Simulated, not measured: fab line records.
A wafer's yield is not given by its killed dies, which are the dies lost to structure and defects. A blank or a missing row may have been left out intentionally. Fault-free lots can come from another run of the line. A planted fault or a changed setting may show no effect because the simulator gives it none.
A struck lot beside a sound one + flow sky130 + 37 steps out of a route of 708
Sound: wafers L296.1, L296.3, L296.5. Struck: wafers L307.2, L307.6 (left out: L307.3, a lot-mate that was not struck); the cause follows at the end.
Order at every step that has rows: each side's tool, ch and its chambers, its first start. Under that, the readings that differ: sound wafers + struck wafers + difference of the means + sigmas: that difference in standard deviations of wafers without a fault.
alike: readings with means less than 2 such deviations apart, plus words and numbers identical on both sides. not compared: withheld readings, readings lacking a value on some wafer, bounds such as >300 that could conceal the same value, and numbers that have no deviation in the record and whose values overlap.
The two part at a step that has a row with sigmas, a row that says differs or no value, or rows on one side only. Numbers that don't overlap but have no deviation are shown without sigmas and don't part them. Lack of a reading on every wafer of one side parts them only where that side has two or more wafers.

first, 10 steps without rows for these wafers: SKY_VIA3_CLEAN_18 (cleans in IPA, time 180 s); SKY_VIA3_CLEAN_19 (cleans in O3/DIW); SKY_VIA3_SPUTTER_20 (material TiN, target thk 20 nm, time 80 s); SKY_VIA3_CVD_21 (deposits W, target thk 390 nm, time 117.31 s); SKY_VIA3_CMP_24 (polishes, stops on SiO2, t overpolish 20 s, target thk 0 nm); SKY_METAL4_SPUTTER_00 (material Ti, target thk 15 nm, time 10 s); SKY_METAL4_SPUTTER_01 (material TiN, target thk 20 nm, time 16.7 s); SKY_METAL4_SPUTTER_02 (material AlCu, target thk 735 nm, time 39.1 s); SKY_METAL4_SPUTTER_03 (material Ti, target thk 5 nm, time 3.3 s); SKY_METAL4_SPUTTER_04 (material TiN, target thk 70 nm, time 58.3 s).
SKY_CAP2M_CVD_00: deposits SiO2, target thk 15.5 nm.
  sound on pecvd-04 ch 0,2, day 40 06:32; struck on pecvd-04 ch 0, day 42 22:07
| reading                               | sound             | struck      | difference | sigmas |
|---------------------------------------|-------------------|-------------|------------|--------|
| rfFwdPowerW (W)                       | 440.8 442.3 438.3 | 369.0 367.2 | -72.4      | -40    |
| model.SiO2_of_CAP2M_CVD_00.thkNm (nm) | 15.05 14.97 15.32 | 14.47 14.73 | -0.51      |        |
  alike: heaterPowerW
SKY_CAP2M_THK_MEAS_01:
  sound on filmMetro-01 at day 40 06:33; struck on filmMetro-01 at day 42 22:09
  alike: CAP2M_CVD_00_THK
then, 23 steps without rows for these wafers: SKY_CAP2M_SPUTTER_02 (material TiN, target thk 200 nm, time 166.7 s); SKY_CAP2M_DEHYDRATE_05 (time 60 s); SKY_CAP2M_HMDS_06 (prime time 60 s); SKY_CAP2M_COAT_07 (resist thk 1140 nm); SKY_CAP2M_SOFTBAKE_08 (time 60 s); SKY_CAP2M_EXPOSE_09 (exposes mask CAP2M, target cd 1000 nm); SKY_CAP2M_PEB_10; SKY_CAP2M_DEVELOP_11 (develop time 60 s); SKY_CAP2M_METAL_ETCH_13 (etches TiN in Cl2/BCl3, stops on SiO2, target depth 220 nm, time 62.9 s); SKY_CAP2M_STRIP_14 (strips in O2/N2); SKY_CAP2M_STRIP_15 (strips in post etch residue remover, time 1200 s); SKY_CAP2M_CLEAN_16 (cleans in IPA, time 180 s); SKY_CAP2M_CLEAN_17 (cleans in O3/DIW); SKY_METAL4_DEHYDRATE_05 (time 60 s); SKY_METAL4_HMDS_06 (prime time 60 s); SKY_METAL4_COAT_07 (resist thk 60 nm); SKY_METAL4_COAT_08 (resist thk 1140 nm); SKY_METAL4_SOFTBAKE_09 (time 90 s); SKY_METAL4_EXPOSE_10 (exposes mask MM4, target cd 300 nm); SKY_METAL4_PEB_11; SKY_METAL4_DEVELOP_12 (develop time 60 s); SKY_METAL4_DESCUM_15 (chemistry O2, time 8 s); SKY_METAL4_ETCH_16 (etches BARC in N2/H2, stops on SiO2, time 88.2 s, target depth 60 nm).
SKY_METAL4_ETCH_17: etches SiO2 in C4F8/O2/Ar, stops on TiN, time 3.9 s, target depth 15 nm.
  sound on rieDiel-03 ch 1,2,3, day 42 06:19; struck on rieDiel-04 ch 2,3, day 44 19:06
| reading                 | sound             | struck      | difference | sigmas |
|-------------------------|-------------------|-------------|------------|--------|
| oesProductAu (a.u.)     | 0.745 0.742 0.762 | 0.724 0.738 | -0.019     | -2     |
| model.etch.depthNm (nm) | 15.05 14.97 15.32 | 14.47 14.73 | -0.51      |        |
  alike: chamberPressureMTorr
  not compared: rfHoursCounterH
-- the record jumps here: 4 days lie between the struck wafers' starts before and after (it left off in module METAL4 and takes up again in module PAD_OPEN, whose first step shown is number 708 of the route) --
SKY_PAD_OPEN_PROBE_99:
  sound on prober-01 at day 46 04:09; struck on prober-02 at day 48 10:38
| reading                    | sound             | struck     | difference | sigmas |
|----------------------------|-------------------|------------|------------|--------|
| model.etest.capMim2.cFfUm2 | 2.433 2.442 2.379 | 2.51 2.467 | +0.07      |        |
  alike: defectLimitedYield, killed_at_M0_to_M3, killed_at_M4_up, killedAtContacts, killedAtFrontEnd, killedAtOther, killedDies, killedOpen, killedShort, sort_bin_3_pad_short, sort_bin_5_function, sort_bin_6_memory, sortNPass, sortYieldPct
  not compared: model.etest.capMim2.bvV, model.etest.capMim2.leakLog10ACm2

== WHERE THEY PART ==
Earliest at SKY_CAP2M_CVD_00; latest, in this record, at SKY_METAL4_ETCH_17. Later steps at which nothing parts them and some readings are alike: SKY_PAD_OPEN_PROBE_99.

WHY: whatever the simulator had introduced
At SKY_CAP2M_CVD_00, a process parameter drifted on pecvd-04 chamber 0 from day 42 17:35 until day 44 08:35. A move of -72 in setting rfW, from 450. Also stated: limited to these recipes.
